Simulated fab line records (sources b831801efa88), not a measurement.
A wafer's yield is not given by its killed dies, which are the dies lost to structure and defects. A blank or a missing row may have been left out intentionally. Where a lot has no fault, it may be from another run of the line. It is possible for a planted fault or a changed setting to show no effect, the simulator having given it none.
Matching of chambers + flow gf180mcu + GF_M5_ETCH_09 on rie diel-01: 4 sister chambers
The step etches Si3N4 in CF4/O2, target depth 52 nm, time 11.6 s. 4 wafers are shown with their chamber, then 12 later ones without.

## WAFERS, EACH WITH ITS CHAMBER
| wafer  | chamber | drypump motor current A (A) |
|--------|---------|-----------------------------|
| L083.4 | 1       | 5.1                         |
| L088.2 | 0       | 5.8                         |
| L088.3 | 2       | 5.4                         |
| L088.4 | 3       | 5.5                         |

## WAFERS WITH NO CHAMBER GIVEN
| wafer  | drypump motor current A (A) |
|--------|-----------------------------|
| L091.1 | 5.5                         |
| L091.3 | 5.5                         |
| L091.5 | 5.8                         |
| L094.1 | 5.5                         |
| L094.3 | 5.5                         |
| L094.5 | 5.4                         |
| L096.2 | 5.1                         |
| L096.4 | 5.5                         |
| L096.5 | 5.7                         |
| L097.2 | 5.1                         |
| L097.4 | 5.8                         |
| L097.6 | 5.4                         |

## WHICH CHAMBER EACH WENT THROUGH
| wafer  | from the rows above | in truth                   |
|--------|---------------------|----------------------------|
| L091.1 | 3                   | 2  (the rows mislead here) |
| L091.3 | 3                   | 3                          |
| L091.5 | 0                   | 0                          |
| L094.1 | 3                   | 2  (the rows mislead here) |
| L094.3 | 3                   | 3                          |
| L094.5 | 2                   | 2                          |
| L096.2 | 1                   | 1                          |
| L096.4 | 3                   | 3                          |
| L096.5 | 0                   | 0                          |
| L097.2 | 1                   | 1                          |
| L097.4 | 0                   | 0                          |
| L097.6 | 2                   | 2                          |
Correctly placed: 10 of 12. Left unplaced by these rows: 0. 2 placed wrongly.
How it was worked out, from the rows above alone: a wafer's distance from a chamber is the root of the sum, over the readings, of the square of ((its reading less the chamber's mean) divided by the reading's scatter). If the next closest chamber is less than 2 further off than the closest, the wafer can't be placed; otherwise it belongs to the closest. Each chamber's mean is taken over the wafers shown for it. The scatter: with one shown wafer a chamber, the root of the mean of the squares of how far each hidden wafer lies from its nearest shown one.
